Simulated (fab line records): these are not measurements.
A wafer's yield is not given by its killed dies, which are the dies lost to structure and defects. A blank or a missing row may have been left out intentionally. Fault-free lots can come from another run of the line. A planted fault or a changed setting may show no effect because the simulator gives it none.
fab line records	flow sky130
record lots=7	wafers=19	last-day=50
route steps=708 shown PWDE@52 NWELL@56 PAD_OPEN@708
lots that met no fault: from a run of the same line without faults
start-h: the number of hours between the record's first day and the start of the first shown wafer of the lot	wait-h: hours since the lot's step before	" same as the row above	L1.1+2: a row that stands for several wafers	- value missing, or start not given	* or withheld: withheld	< > ~ a bound
route shown NAME@n: a module of which the file shows steps, and the number in the route of the first	usual: the fault-free wafers' mean and standard deviation	same: alike in all rows	chamber/n: place in a boat	sites: per-site readings	_std_site: their standard deviation	_edge_site: outer sites' mean less inner sites'	radius-mm: for every site, how far away it sits from the centre of the wafer	mask NAME#n: copy n	behind: the tool/chamber that last shaped the wafer	hold: what put the lot on hold/how long, in hours/how the hold closed	device: transistor that didn't switch, given as n, p or np	end of line: the tests these same wafers got at the end of their route	a step with no rows: only its recipe	killed: at the first sort, the dies lost to defects and structure; wafer yield is something else	map: a wafer's dies, x killed, . not, _ none there
set.NAME: the setting as run; set.NAME@STEP: as run at that earlier step	model.NAME: the simulator's own value behind a step, which no gauge read
a table for each step, a row for each wafer; lots at some steps of the route
services: when a tool's chamber went out of use (start-h, in hours from the record's first day, below 0 if earlier), for how many hours, and the reason
## steps
# step SKY_PWDE_OVL_MEAS_07
# usual PWDE_OVL=1.3/1.6
lot.wafer	tool	chamber	start-h	wait-h	PWDE_OVL[nm]
L531.4	overlay-02	-	86.66	-	1.6
L531.5	"	-	"	"	2.8
L531.6	"	-	"	"	3.6
L533.2	overlay-01	-	92.17	-	-0.9
L533.5	"	-	"	"	-0.3
L533.6	"	-	"	"	-0.3
L537.2	overlay-01	-	119.52	-	-3.1
L537.4	"	-	"	"	-0.4
L539.2	overlay-01	-	130.90	-	2.4
L539.3	"	-	"	"	3.0
L540.2	overlay-01	-	135.42	-	0.8
L540.3	"	-	"	"	-0.6
L540.6	"	-	"	"	0.6
L547.1	overlay-01	-	172.90	-	0.0
L547.3	"	-	"	"	0.0
L547.4	"	-	"	"	1.6
L550.3	overlay-01	-	194.51	-	2.6
L550.5	"	-	"	"	1.1
L550.6	"	-	"	"	2.2
# step SKY_PWDE_IMPLANT_08
# recipe species=B	energy-kev=150	dose-cm2=3.6e+12	tilt-deg=withheld
# step SKY_PWDE_STRIP_09
# recipe chemistry=O2/N2	power-w=1400	pressure-mtorr=1500	platen-temp-c=withheld	o2-flow-sccm=3000	n2-flow-sccm=300	overash-fraction=0.5
# usual chamber-pressure-mTorr=1499.9/1.4	drypump-motor-current-A=5.87/0.15	oes-product-au=0.723/0.0042	strip-time-to-endpoint-s=36.90/0.077
lot.wafer	tool	chamber	start-h	wait-h	chamber-pressure-mTorr	drypump-motor-current-A	oes-product-au	rf-hours-counter-h	strip-time-to-endpoint-s
L531.4	plasma-asher-04	1	86.86	0.1	1498.5	6.05	0.728	-	36.97
L531.5	"	0	"	"	1501.3	5.76	0.725	-	36.96
L531.6	"	1	"	"	1500.1	6.09	0.719	-	36.89
L533.2	plasma-asher-02	1	92.35	0.1	1496.5	5.77	0.726	39	36.83
L533.5	"	0	"	"	1500.7	5.82	0.719	-	36.89
L533.6	"	1	"	"	1499.1	5.73	0.723	-	36.75
L537.2	plasma-asher-04	1	119.70	0.1	1498.4	6.09	0.727	30	36.96
L537.4	"	1	"	"	1500.8	6.11	0.718	-	36.91
L539.2	plasma-asher-02	0	131.08	0.1	1502.8	5.84	0.726	1	36.90
L539.3	"	1	"	"	1498.7	5.75	0.725	-	37.01
L540.2	plasma-asher-02	0	135.60	0.1	1497.8	5.86	0.722	1	36.84
L540.3	"	0	"	"	1502.5	5.85	0.727	-	36.85
L540.6	"	0	"	"	1497.7	5.85	0.722	-	36.86
L547.1	plasma-asher-02	1	173.08	0.1	1497.3	5.75	0.726	5	36.89
L547.3	"	1	"	"	1499.6	5.75	0.727	-	36.91
L547.4	"	0	"	"	1501.6	5.86	0.721	-	36.90
L550.3	plasma-asher-04	1	194.72	0.1	1498.8	6.06	0.722	-	36.92
L550.5	"	0	"	"	1501.7	5.76	0.728	-	36.85
L550.6	"	1	"	"	1501.1	6.04	0.720	-	36.92
# step SKY_PWDE_TW_MEAS_10
# usual PWDE_TW=371.5/2.2
lot.wafer	tool	chamber	start-h	wait-h	PWDE_TW
L531.4	film-metro-02	-	86.96	0.1	370.0
L531.5	"	-	"	"	370.8
L531.6	"	-	"	"	370.0
L533.2	film-metro-02	-	92.46	0.1	368.5
L533.5	"	-	"	"	369.3
L533.6	"	-	"	"	370.1
L537.2	film-metro-02	-	119.81	0.1	369.2
L537.4	"	-	"	"	368.2
L539.2	film-metro-03	-	131.19	0.1	377.5
L539.3	"	-	"	"	375.0
L540.2	film-metro-02	-	135.71	0.1	370.2
L540.3	"	-	"	"	371.8
L540.6	"	-	"	"	372.1
L547.1	film-metro-02	-	173.18	0.1	373.5
L547.3	"	-	"	"	369.4
L547.4	"	-	"	"	371.9
L550.3	film-metro-02	-	194.80	0.1	370.2
L550.5	"	-	"	"	368.1
L550.6	"	-	"	"	370.8
# step SKY_NWELL_DEHYDRATE_03
# recipe temp-c=200	time-s=60
# step SKY_NWELL_HMDS_04
# recipe prime-time-s=60	prime-temp-c=120
# step SKY_NWELL_COAT_05
# recipe spin-rpm=2000	resist-thk-nm=3000
# step SKY_NWELL_SOFTBAKE_06
# recipe temp-c=110	time-s=withheld
# step SKY_NWELL_EXPOSE_07
# recipe mask-id=NWM	na=0.6	source-shape=conventional	sigma-outer=0.6	polarization=unpolarized	target-cd-nm=840	dose-mj=255
# step SKY_NWELL_PEB_08
# recipe temp-c=115	time-s=withheld
# step SKY_NWELL_DEVELOP_09
# recipe wall-angle-deg=90	developer=TMAH	develop-time-s=60	dev-temp-c=23
# step SKY_NWELL_OVL_MEAS_10
# usual NWELL_00_OVL=0.6/1.3
lot.wafer	tool	chamber	start-h	wait-h	NWELL_00_OVL[nm]
L531.4	overlay-02	-	104.72	-	0.2
L531.5	"	-	"	"	0.7
L531.6	"	-	"	"	0.6
L533.2	overlay-01	-	110.50	-	0.4
L533.5	"	-	"	"	-0.7
L533.6	"	-	"	"	-2.3
L537.2	overlay-02	-	138.05	-	2.4
L537.4	"	-	"	"	1.0
L539.2	overlay-02	-	149.65	-	4.3
L539.3	"	-	"	"	2.3
L540.2	overlay-02	-	155.00	-	1.7
L540.3	"	-	"	"	1.5
L540.6	"	-	"	"	1.4
L547.1	overlay-02	-	194.39	-	1.3
L547.3	"	-	"	"	2.3
L547.4	"	-	"	"	2.3
L550.3	overlay-01	-	216.35	-	-1.8
L550.5	"	-	"	"	-0.3
L550.6	"	-	"	"	-0.5
# step SKY_NWELL_IMPLANT_11
# recipe species=P	energy-kev=400	dose-cm2=1.9e+13	tilt-deg=withheld
# usual beam-on-s=10.00/0.22	faraday-current-uA=107.1/2.4
lot.wafer	tool	chamber	start-h	wait-h	beam-on-s	faraday-current-uA
L531.4	implanter-04	0	104.81	0.1	10.12	105.7
L531.5	"	0	"	"	9.89	108.0
L531.6	"	0	"	"	10.26	104.5
L533.2	implanter-02	0	110.56	0.0	10.33	104.2
L533.5	"	0	"	"	10.30	104.1
L533.6	"	0	"	"	9.94	107.7
L537.2	implanter-02	0	138.11	0.0	10.16	105.7
L537.4	"	0	"	"	7.99	133.9
L539.2	implanter-02	0	149.70	0.0	10.24	104.8
L539.3	"	0	"	"	8.46	127.0
L540.2	implanter-02	0	155.05	0.0	9.71	109.9
L540.3	"	0	"	"	8.58	124.5
L540.6	"	0	"	"	10.01	106.4
L547.1	implanter-03	0	194.42	0.0	9.69	110.5
L547.3	"	0	"	"	10.17	104.9
L547.4	"	0	"	"	9.73	109.9
L550.3	implanter-04	0	216.43	0.1	10.12	106.1
L550.5	"	0	"	"	9.73	110.4
L550.6	"	0	"	"	10.04	106.9
# step SKY_NWELL_IMPLANT_12
# recipe species=P	energy-kev=120	dose-cm2=1.3e+12	tilt-deg=withheld
# step SKY_NWELL_IMPLANT_13
# recipe species=P	energy-kev=50	dose-cm2=7e+11	tilt-deg=withheld
# step SKY_NWELL_STRIP_14
# recipe chemistry=O2/N2	power-w=1400	pressure-mtorr=1500	platen-temp-c=withheld	o2-flow-sccm=3000	n2-flow-sccm=300	overash-fraction=0.5
# usual chamber-pressure-mTorr=1500.0/1.3	drypump-motor-current-A=5.80/0.25	oes-product-au=0.722/0.0046	strip-time-to-endpoint-s=36.96/0.092
lot.wafer	tool	chamber	start-h	wait-h	chamber-pressure-mTorr	drypump-motor-current-A	oes-product-au	rf-hours-counter-h	strip-time-to-endpoint-s
L531.4	plasma-asher-02	1	105.22	0.1	1499.4	5.75	0.726	-	37.07
L531.5	"	0	"	"	1499.1	5.80	0.734	-	37.13
L531.6	"	1	"	"	1498.6	5.74	0.720	-	37.00
L533.2	plasma-asher-03	1	110.98	0.1	1499.0	5.32	0.726	45	37.01
L533.5	"	0	"	"	1500.9	6.04	0.729	-	36.97
L533.6	"	1	"	"	1500.9	5.32	0.726	-	36.92
L537.2	plasma-asher-02	0	138.53	0.1	1498.9	5.84	0.723	2	37.15
L537.4	"	1	"	"	1500.5	5.72	0.723	-	37.06
L539.2	plasma-asher-04	0	150.13	0.1	1497.2	5.74	0.722	33	36.99
L539.3	"	1	"	"	1498.4	6.05	0.725	-	37.02
L540.2	plasma-asher-03	0	155.48	0.1	1501.0	6.08	0.720	50	37.01
L540.3	"	1	"	"	1499.6	5.33	0.716	-	36.86
L540.6	"	1	"	"	1500.1	5.30	0.720	-	36.98
L547.1	plasma-asher-02	1	194.87	0.1	1501.3	5.75	0.722	6	36.82
L547.3	"	1	"	"	1499.3	5.74	0.719	-	36.81
L547.4	"	0	"	"	1500.2	5.85	0.725	-	36.91
L550.3	plasma-asher-02	1	216.86	0.1	1500.2	5.76	0.723	-	36.88
L550.5	"	1	"	"	1502.0	5.75	0.715	-	36.90
L550.6	"	0	"	"	1500.9	5.81	0.720	-	36.95
# step SKY_NWELL_TW_MEAS_15
# usual NWELL_TW=1818/13
lot.wafer	tool	chamber	start-h	wait-h	hold	NWELL_TW
L531.4	film-metro-04	-	105.31	0.1	-	1813
L531.5	"	-	"	"	-	1808
L531.6	"	-	"	"	-	1818
L533.2	film-metro-03	-	111.09	0.1	-	1815
L533.5	"	-	"	"	-	1814
L533.6	"	-	"	"	-	1806
L537.2	film-metro-03	-	138.64	0.1	await-dispo/0.2h/release	1830
L537.4	"	-	"	"	await-dispo/0.2h/release	1734
L537.2	film-metro-03	-	138.88	0.2	-	1832
L537.4	"	-	"	"	-	1737
L539.2	film-metro-03	-	150.24	0.1	await-dispo/0.2h/release	1815
L539.3	"	-	"	"	await-dispo/0.2h/release	1722
L539.2	film-metro-03	-	150.46	0.2	-	1814
L539.3	"	-	"	"	-	1723
L540.2	film-metro-02	-	155.59	0.1	await-dispo/0.2h/release	1795
L540.3	"	-	"	"	await-dispo/0.2h/release	1704
L540.6	"	-	"	"	await-dispo/0.2h/release	1806
L540.2	film-metro-02	-	155.81	0.2	-	1804
L540.3	"	-	"	"	-	1706
L540.6	"	-	"	"	-	1799
L547.1	film-metro-03	-	194.97	0.1	-	1832
L547.3	"	-	"	"	-	1832
L547.4	"	-	"	"	-	1827
L550.3	film-metro-02	-	216.95	0.1	-	1813
L550.5	"	-	"	"	-	1809
L550.6	"	-	"	"	-	1817
# step SKY_NWELL_HMDS_17
# recipe prime-time-s=60	prime-temp-c=120
# step SKY_NWELL_COAT_18
# recipe spin-rpm=2000	resist-thk-nm=3000
# step SKY_NWELL_SOFTBAKE_19
# recipe temp-c=110	time-s=withheld
# step SKY_NWELL_EXPOSE_20
# recipe mask-id=NWM_COMPLEMENT	na=0.6	source-shape=conventional	sigma-outer=0.6	polarization=unpolarized	target-cd-nm=840	dose-mj=260
# step SKY_NWELL_PEB_21
# recipe temp-c=115	time-s=withheld
# step SKY_NWELL_DEVELOP_22
# recipe wall-angle-deg=90	developer=TMAH	develop-time-s=60	dev-temp-c=23
# step SKY_NWELL_OVL_MEAS_23
# usual NWELL_01_OVL=0.4/1.4
lot.wafer	tool	chamber	start-h	wait-h	NWELL_01_OVL[nm]
L531.4	overlay-02	-	123.36	-	0.1
L531.5	"	-	"	"	-2.1
L531.6	"	-	"	"	-2.7
L533.2	overlay-01	-	129.25	-	0.5
L533.5	"	-	"	"	-1.1
L533.6	"	-	"	"	-0.3
L537.2	overlay-02	-	157.70	-	3.4
L537.4	"	-	"	"	1.3
L539.2	overlay-02	-	169.10	-	-1.1
L539.3	"	-	"	"	-0.3
L540.2	overlay-02	-	175.34	-	2.2
L540.3	"	-	"	"	1.7
L540.6	"	-	"	"	3.7
L547.1	overlay-02	-	216.69	-	1.8
L547.3	"	-	"	"	0.2
L547.4	"	-	"	"	1.0
L550.3	overlay-01	-	240.30	-	-0.4
L550.5	"	-	"	"	-1.1
L550.6	"	-	"	"	-0.5
# step SKY_NWELL_IMPLANT_24
# recipe species=B	energy-kev=140	dose-cm2=9.2e+12	tilt-deg=withheld
# step SKY_NWELL_STRIP_25
# recipe chemistry=O2/N2	power-w=1400	pressure-mtorr=1500	platen-temp-c=withheld	o2-flow-sccm=3000	n2-flow-sccm=300	overash-fraction=0.5
# usual chamber-pressure-mTorr=1499.9/1.4	drypump-motor-current-A=5.81/0.24	oes-product-au=0.722/0.0049	strip-time-to-endpoint-s=36.96/0.11
lot.wafer	tool	chamber	start-h	wait-h	chamber-pressure-mTorr	drypump-motor-current-A	oes-product-au	rf-hours-counter-h	strip-time-to-endpoint-s
L531.4	plasma-asher-03	0	123.56	0.1	1503.0	6.06	0.724	-	37.09
L531.5	"	1	"	"	1499.9	5.31	0.719	-	37.20
L531.6	"	0	"	"	1500.3	6.13	0.716	-	37.19
L533.2	plasma-asher-04	0	129.43	0.1	1499.9	5.75	0.727	31	36.97
L533.5	"	1	"	"	1500.3	6.07	0.729	-	37.08
L533.6	"	0	"	"	1501.5	5.76	0.715	-	36.92
L537.2	plasma-asher-02	1	157.88	0.1	1499.4	5.76	0.720	4	36.86
L537.4	"	1	"	"	1500.8	5.75	0.725	-	37.00
L539.2	plasma-asher-04	0	169.28	0.1	1498.2	5.76	0.726	35	36.86
L539.3	"	1	"	"	1499.8	6.03	0.718	-	37.09
L540.2	plasma-asher-03	1	175.52	0.1	1501.4	5.34	0.715	52	36.90
L540.3	"	0	"	"	1499.0	6.08	0.723	-	36.95
L540.6	"	1	"	"	1499.9	5.33	0.724	-	36.89
L547.1	plasma-asher-04	1	216.92	0.1	1498.2	6.05	0.722	40	36.95
L547.3	"	0	"	"	1499.7	5.74	0.733	-	36.98
L547.4	"	1	"	"	1500.0	6.03	0.714	-	36.94
L550.3	plasma-asher-03	1	240.50	0.1	1501.7	5.32	0.721	-	36.83
L550.5	"	0	"	"	1499.7	6.11	0.725	-	36.78
L550.6	"	1	"	"	1499.2	5.32	0.723	-	36.80
# step SKY_NWELL_TW_MEAS_26
# usual NWELL_2_TW=496/3.5
lot.wafer	tool	chamber	start-h	wait-h	NWELL_2_TW
L531.4	film-metro-02	-	123.66	0.1	494
L531.5	"	-	"	"	493
L531.6	"	-	"	"	496
L533.2	film-metro-02	-	129.54	0.1	495
L533.5	"	-	"	"	492
L533.6	"	-	"	"	493
L537.2	film-metro-02	-	157.99	0.1	495
L537.4	"	-	"	"	491
L539.2	film-metro-02	-	169.39	0.1	497
L539.3	"	-	"	"	496
L540.2	film-metro-03	-	175.63	0.1	500
L540.3	"	-	"	"	500
L540.6	"	-	"	"	498
L547.1	film-metro-03	-	217.02	0.1	501
L547.3	"	-	"	"	501
L547.4	"	-	"	"	502
L550.3	film-metro-03	-	240.59	0.1	495
L550.5	"	-	"	"	496
L550.6	"	-	"	"	500
# step SKY_NWELL_CLEAN_27
# recipe chemistry=SC1/SC2	mix=1:4:20	temp-c=70	time-s=150	dry=n2-spin
# step SKY_NWELL_RTA_28
# recipe temp-c=1050	time-s=30	idle-temp-c=650	ramp-up-c-per-s=150	ramp-down-c-per-s=90	ambient=N2
# usual anneal-temp-c-max=1055.7/1.6	lamp-power-pct=25.30/0.056	ramp-down-c-per-s=90.000/0.016	wafer_temp_C_max=1054.9/1
lot.wafer	tool	chamber	start-h	wait-h	anneal-temp-c-max	lamp-power-pct	ramp-down-c-per-s	wafer_temp_C_max
L531.4	rtp-anneal-01	0	123.79	0.1	1053.3	25.23	90.009	1055.0
L531.5	"	0	"	"	1053.2	25.27	89.958	1054.7
L531.6	"	0	"	"	1053.7	25.29	89.982	1053.4
L533.2	rtp-anneal-01	0	129.66	0.0	1056.6	25.35	90.022	1056.0
L533.5	"	0	"	"	1055.3	25.35	89.997	1054.4
L533.6	"	0	"	"	1054.5	25.26	90.008	1053.9
L537.2	rtp-anneal-01	0	158.11	0.0	1054.4	25.31	89.979	1053.9
L537.4	"	0	"	"	1054.1	25.31	89.998	1053.1
L539.2	rtp-anneal-02	0	169.51	0.0	1058.6	25.31	90.005	1055.2
L539.3	"	0	"	"	1058.1	25.26	90.001	1053.5
L540.2	rtp-anneal-01	0	175.75	0.0	1054.2	25.27	90.010	1052.9
L540.3	"	0	"	"	1053.5	25.16	89.970	1055.0
L540.6	"	0	"	"	1054.6	25.37	89.966	1056.0
L547.1	rtp-anneal-01	0	217.14	0.0	1054.5	25.25	90.025	1054.6
L547.3	"	0	"	"	1055.0	25.34	90.018	1054.5
L547.4	"	0	"	"	1054.3	25.29	89.984	1054.5
L550.3	rtp-anneal-02	0	240.71	0.0	1055.2	25.20	90.009	1054.1
L550.5	"	0	"	"	1056.5	25.31	89.993	1053.9
L550.6	"	0	"	"	1056.7	25.30	90.003	1054.7
# step SKY_NWELL_RS_MEAS_29
# recipe thk-meas-gauge=four-point-probe
# usual NWELL_RS=624.2/1.6
lot.wafer	tool	chamber	start-h	wait-h	hold	NWELL_RS[ohm/sq]
L531.4	film-metro-03	-	123.90	0.1	-	626.1
L531.5	"	-	"	"	-	625.4
L531.6	"	-	"	"	-	624.0
L533.2	film-metro-03	-	129.77	0.1	-	622.8
L533.5	"	-	"	"	-	624.1
L533.6	"	-	"	"	-	625.8
L537.2	film-metro-02	-	158.21	0.1	await-dispo/0.2h/release	623.3
L537.4	"	-	"	"	await-dispo/0.2h/release	682.4
L537.2	film-metro-02	-	158.57	0.3	-	623.0
L537.4	"	-	"	"	-	681.5
L539.2	film-metro-03	-	169.61	0.1	await-dispo/0.2h/release	627.0
L539.3	"	-	"	"	await-dispo/0.2h/release	686.2
L539.2	film-metro-03	-	169.97	0.3	-	627.1
L539.3	"	-	"	"	-	686.9
L540.2	film-metro-02	-	175.85	0.1	await-dispo/0.2h/release	621.7
L540.3	"	-	"	"	await-dispo/0.2h/release	684.8
L540.6	"	-	"	"	await-dispo/0.2h/release	623.3
L540.2	film-metro-02	-	176.21	0.3	-	622.3
L540.3	"	-	"	"	-	684.2
L540.6	"	-	"	"	-	622.4
L547.1	film-metro-02	-	217.24	0.1	-	620.6
L547.3	"	-	"	"	-	621.5
L547.4	"	-	"	"	-	623.7
L550.3	film-metro-03	-	240.82	0.1	-	624.7
L550.5	"	-	"	"	-	626.0
L550.6	"	-	"	"	-	625.5
# step SKY_PAD_OPEN_PROBE_99
# usual killed_at_M0_to_M3=43/7.3	killed_at_M4_up=3.1/1.7	killed-at-contacts=25/5.3	killed-at-front-end=15/4.3	killed-at-other=0.2/0.54	killed-dies=87/10	killed-open=48/7.6	killed-short=38/6.1
# same gross-dies=492	killed-at-back-side=0
lot.wafer	tool	chamber	start-h	wait-h	killed_at_M0_to_M3	killed_at_M4_up	killed-at-contacts	killed-at-front-end	killed-at-other	killed-dies	killed-open	killed-short	model.etest.nfet_16v.r-on-ohm-um	model.etest.res-nwell.line-ohm-um	model.etest.res-nwell.rs-ohm-sq	model.etest.res-nwell.width-nm	model.etest.pfet_16v.drive-ua-um	model.etest.field-p.vt-v	model.etest.pfet-g5v0d10v5.off-log10-a-um	model.etest.pfet_16v.vt-v
L531.4	prober-01	-	1094.82	0.2	26	3	35	15	0	79	35	44	1.409e+04	1187	985.5	843.5	241.8	-42.37	-12.87	-1.13
L531.5	prober-01	-	1094.87	0.2	24	4	23	21	0	72	40	32	1.416e+04	1188	999.8	843.4	242	-42.99	-13.23	-1.133
L531.6	prober-01	-	1094.92	0.2	41	2	18	12	0	73	42	31	1.407e+04	1168	972	832.3	245.9	-42.11	-12.91	-1.116
L533.2	prober-01	-	1098.33	0.1	40	4	27	18	0	89	44	45	1.395e+04	1165	985.4	841.5	240.6	-43.1	-12.66	-1.097
L533.5	prober-01	-	1098.48	0.2	45	6	29	17	0	97	55	42	1.418e+04	1174	987.6	841.4	236.9	-43.3	-12.52	-1.107
L533.6	prober-01	-	1098.53	0.2	30	4	22	15	0	71	35	36	1.403e+04	1195	1000	843.3	239.6	-43.35	-12.69	-1.097
L537.2	prober-01	-	1135.60	0.1	51	3	25	15	0	94	57	37	1.443e+04	1092	913.7	829	244.6	-40.36	-12.3	-1.084
L537.4	prober-01	-	1135.70	0.2	44	2	29	14	0	89	45	43	1.507e+04	1203	1001	818.2	252.8	-36.59	-11.61	-1.047
L539.2	prober-02	-	1143.69	0.1	39	5	22	10	0	76	42	34	1.396e+04	1175	983.6	834.8	248.7	-42.77	-12.88	-1.107
L539.3	prober-02	-	1143.74	0.2	45	4	22	10	0	81	37	44	1.452e+04	1330	1077	821.3	256.3	-38.48	-12.33	-1.071
L540.2	prober-02	-	1150.12	0.1	38	2	22	17	0	79	45	32	1.4e+04	1116	929.8	845	248	-41.23	-11.96	-1.056
L540.3	prober-02	-	1150.17	0.2	48	3	18	16	1	86	52	34	1.461e+04	1198	1014	838	255.2	-36.89	-11.91	-1.04
L540.6	prober-02	-	1150.32	0.2	51	2	27	15	0	95	63	32	1.398e+04	1084	918.4	848.8	247.3	-40.51	-11.93	-1.072
L547.1	prober-01	-	1182.99	0.1	59	2	15	10	0	86	48	38	1.424e+04	1073	901.5	844.2	246.5	-39.88	-12.2	-1.085
L547.3	prober-01	-	1183.09	0.2	50	1	20	11	0	82	45	36	1.426e+04	1093	923	849.2	242	-41.31	-12.16	-1.095
L547.4	prober-01	-	1183.14	0.2	38	5	23	14	0	80	47	33	1.43e+04	1066	906.9	844.9	246.8	-40.09	-12.32	-1.089
L550.3	prober-01	-	1196.38	0.2	42	1	35	20	0	98	57	41	1.38e+04	1137	940	824.7	249.7	-40.58	-12.69	-1.117
L550.5	prober-01	-	1196.48	0.2	38	7	25	21	1	92	45	47	1.384e+04	1187	979.9	828.6	245.6	-42.98	-12.79	-1.11
L550.6	prober-01	-	1196.53	0.2	62	2	23	19	0	106	54	52	1.38e+04	1169	962.5	825	248	-42.12	-12.66	-1.11
# killed by level:class
L531.4 CONTACT:geometric-particle:open=12 LI_CONTACT:geometric-particle:open=8 METAL1:geometric-particle:short=8 CONTACT:geometric-particle:short=7 LOCAL_INTERCONNECT:geometric-particle:short=6 METAL2:geometric-particle:short=5 POLY_GATE:geometric-particle:short=5 POLY_GATE:geometric-particle:open=5
L531.5 CONTACT:geometric-particle:open=9 LI_CONTACT:geometric-particle:open=8 POLY_GATE:geometric-particle:short=7 VIA1:geometric-particle:open=6 FIELD_ISO:geometric-particle:short=5 CONTACT:geometric-particle:short=4 FIELD_ISO:geometric-particle:open=3 POLY_GATE:geometric-particle:open=3
L531.6 VIA1:geometric-particle:open=11 CONTACT:geometric-particle:open=9 VIA3:geometric-particle:open=8 VIA1:geometric-particle:short=6 LOCAL_INTERCONNECT:geometric-particle:short=4 VIA2:geometric-particle:open=4 FIELD_ISO:geometric-particle:open=3 POLY_GATE:geometric-particle:short=3
L533.2 CONTACT:geometric-particle:open=14 VIA1:geometric-particle:open=11 METAL2:geometric-particle:short=11 FIELD_ISO:geometric-particle:short=6 LI_CONTACT:geometric-particle:open=5 VIA2:geometric-particle:open=5 POLY_GATE:geometric-particle:short=4 VIA1:geometric-particle:short=3
L533.5 VIA1:geometric-particle:open=11 CONTACT:geometric-particle:open=10 VIA3:geometric-particle:open=9 LI_CONTACT:geometric-particle:open=7 CONTACT:geometric-particle:short=5 FIELD_ISO:geometric-particle:short=4 FIELD_ISO:geometric-particle:open=4 VIA1:geometric-particle:short=4
L533.6 CONTACT:geometric-particle:open=8 VIA2:geometric-particle:open=7 VIA1:geometric-particle:open=6 METAL2:geometric-particle:short=5 CONTACT:geometric-particle:short=5 FIELD_ISO:geometric-particle:short=4 LI_CONTACT:geometric-particle:open=4 LOCAL_INTERCONNECT:geometric-particle:short=4
L537.2 VIA3:geometric-particle:open=13 VIA1:geometric-particle:open=10 CONTACT:geometric-particle:open=7 METAL2:geometric-particle:short=7 VIA2:geometric-particle:open=7 POLY_GATE:geometric-particle:open=5 LI_CONTACT:geometric-particle:open=5 VIA1:geometric-particle:short=5
L537.4 VIA1:geometric-particle:open=15 LI_CONTACT:geometric-particle:open=12 CONTACT:geometric-particle:short=6 METAL2:geometric-particle:short=5 CONTACT:geometric-particle:open=5 METAL3:geometric-particle:short=5 LOCAL_INTERCONNECT:geometric-particle:short=4 VIA1:geometric-particle:short=4
L539.2 CONTACT:geometric-particle:open=9 METAL1:geometric-particle:short=9 VIA1:geometric-particle:open=7 METAL2:geometric-particle:short=5 CONTACT:geometric-particle:short=5 VIA2:geometric-particle:open=5 VIA3:geometric-particle:open=5 LI_CONTACT:geometric-particle:open=4
L539.3 CONTACT:geometric-particle:open=9 METAL1:geometric-particle:short=8 VIA2:geometric-particle:short=7 VIA1:geometric-particle:open=6 VIA2:geometric-particle:open=5 VIA3:geometric-particle:open=5 VIA3:geometric-particle:short=4 LOCAL_INTERCONNECT:geometric-particle:short=4
L540.2 VIA1:geometric-particle:open=8 POLY_GATE:geometric-particle:short=7 LI_CONTACT:geometric-particle:open=7 VIA3:geometric-particle:open=6 CONTACT:geometric-particle:open=6 CONTACT:geometric-particle:short=6 VIA2:geometric-particle:open=6 METAL2:geometric-particle:short=4
L540.3 VIA1:geometric-particle:open=13 METAL2:geometric-particle:short=8 CONTACT:geometric-particle:open=7 POLY_GATE:geometric-particle:open=6 VIA3:geometric-particle:open=6 FIELD_ISO:geometric-particle:short=5 METAL2:geometric-particle:open=5 LI_CONTACT:geometric-particle:open=4
L540.6 VIA1:geometric-particle:open=15 CONTACT:geometric-particle:open=11 LI_CONTACT:geometric-particle:open=9 VIA3:geometric-particle:open=8 VIA2:geometric-particle:open=6 VIA1:geometric-particle:short=5 POLY_GATE:geometric-particle:short=4 POLY_GATE:geometric-particle:open=4
L547.1 VIA1:geometric-particle:open=16 METAL1:geometric-particle:short=8 VIA2:geometric-particle:open=6 CONTACT:geometric-particle:open=5 VIA1:geometric-particle:short=5 METAL2:geometric-particle:open=5 VIA3:geometric-particle:open=5 SPACER:geometric-particle:short=4
L547.3 VIA1:geometric-particle:open=13 METAL2:geometric-particle:short=9 VIA2:geometric-particle:open=7 LI_CONTACT:geometric-particle:open=6 CONTACT:geometric-particle:open=5 METAL1:geometric-particle:short=5 VIA1:geometric-particle:short=4 POLY_GATE:geometric-particle:open=3
L547.4 CONTACT:geometric-particle:open=11 VIA1:geometric-particle:open=9 VIA3:geometric-particle:open=8 LI_CONTACT:geometric-particle:open=6 FIELD_ISO:geometric-particle:open=5 METAL1:geometric-particle:short=5 METAL4:geometric-particle:short=5 VIA2:geometric-particle:open=4
L550.3 LI_CONTACT:geometric-particle:open=14 CONTACT:geometric-particle:open=9 VIA1:geometric-particle:open=8 METAL2:geometric-particle:short=8 VIA3:geometric-particle:open=6 FIELD_ISO:geometric-particle:open=5 POLY_GATE:geometric-particle:short=5 VIA2:geometric-particle:open=5
L550.5 CONTACT:geometric-particle:short=9 LI_CONTACT:geometric-particle:open=8 VIA1:geometric-particle:open=8 METAL2:geometric-particle:short=7 POLY_GATE:geometric-particle:open=5 POLY_GATE:geometric-particle:short=4 CONTACT:geometric-particle:open=4 METAL4:geometric-particle:short=4
L550.6 VIA1:geometric-particle:open=13 CONTACT:geometric-particle:open=11 VIA3:geometric-particle:open=8 METAL1:geometric-particle:short=7 METAL2:geometric-particle:short=7 CONTACT:geometric-particle:short=6 VIA1:geometric-particle:short=6 METAL3:geometric-particle:short=5
## services
tool	chamber	start-h	hours	kind
implanter-03	-	73.99	1.3	repair
plasma-asher-02	-	108.75	9.0	pm
plasma-asher-02	0	108.75	9.0	vent-cycle
plasma-asher-02	1	108.75	9.0	vent-cycle
implanter-03	-	117.25	0.6	repair
plasma-asher-02	0	117.75	-	clean
plasma-asher-02	1	117.75	-	clean
implanter-04	-	134.14	0.9	repair
implanter-04	-	136.00	2.3	repair
implanter-04	-	145.90	1.1	repair
implanter-02	-	159.42	58.7	repair
plasma-asher-03	-	162.68	1.5	repair
implanter-02	-	180.03	1.9	repair
plasma-asher-02	-	185.82	7.5	repair
rtp-anneal-01	-	187.30	2.9	pm
implanter-02	-	218.17	5.7	pm
plasma-asher-03	-	219.56	2.9	repair
## key
first-sign step=SKY_NWELL_IMPLANT_11	reading=faraday-current-uA	direction=up	sigmas=8.9	usual=107.1	struck=128.4
effect step=SKY_NWELL_IMPLANT_11	reading=beam-on-s	direction=down	sigmas=7.4	usual=10.00	struck=8.34
effect step=SKY_NWELL_TW_MEAS_15	reading=visit	direction=added
effect step=SKY_NWELL_TW_MEAS_15	reading=NWELL_TW	direction=down	sigmas=7.8	usual=1818	struck=1720
effect step=SKY_NWELL_RS_MEAS_29	reading=visit	direction=added
effect step=SKY_NWELL_RS_MEAS_29	reading=NWELL_RS	direction=up	sigmas=38	usual=624.2	struck=684.5
model-effect step=SKY_PAD_OPEN_PROBE_99	value=etest.nfet_16v.r-on-ohm-um	without=1.403e+04	struck=1.474e+04
met-at SKY_NWELL_IMPLANT_11
struck-wafers L537.4,L539.3,L540.3
tester-left-out L537,L539,L540
onset-between 110.56 138.11
fault kind=process-parameter-drift	tool=implanter-02	chamber=-	onset-h=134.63	steps=SKY_NWELL_IMPLANT_11	channel=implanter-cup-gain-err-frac	offset=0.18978	shape=step	end-h=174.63	scope=struck-wafers-only
# tester-left-out: of these lots the tester's yield and bins aren't shown, on N5 and GAA mostly nor the transistor test; their killed dies are dies lost to structure and defects alone, not to doping, threshold or leakage, so they don't give the yield
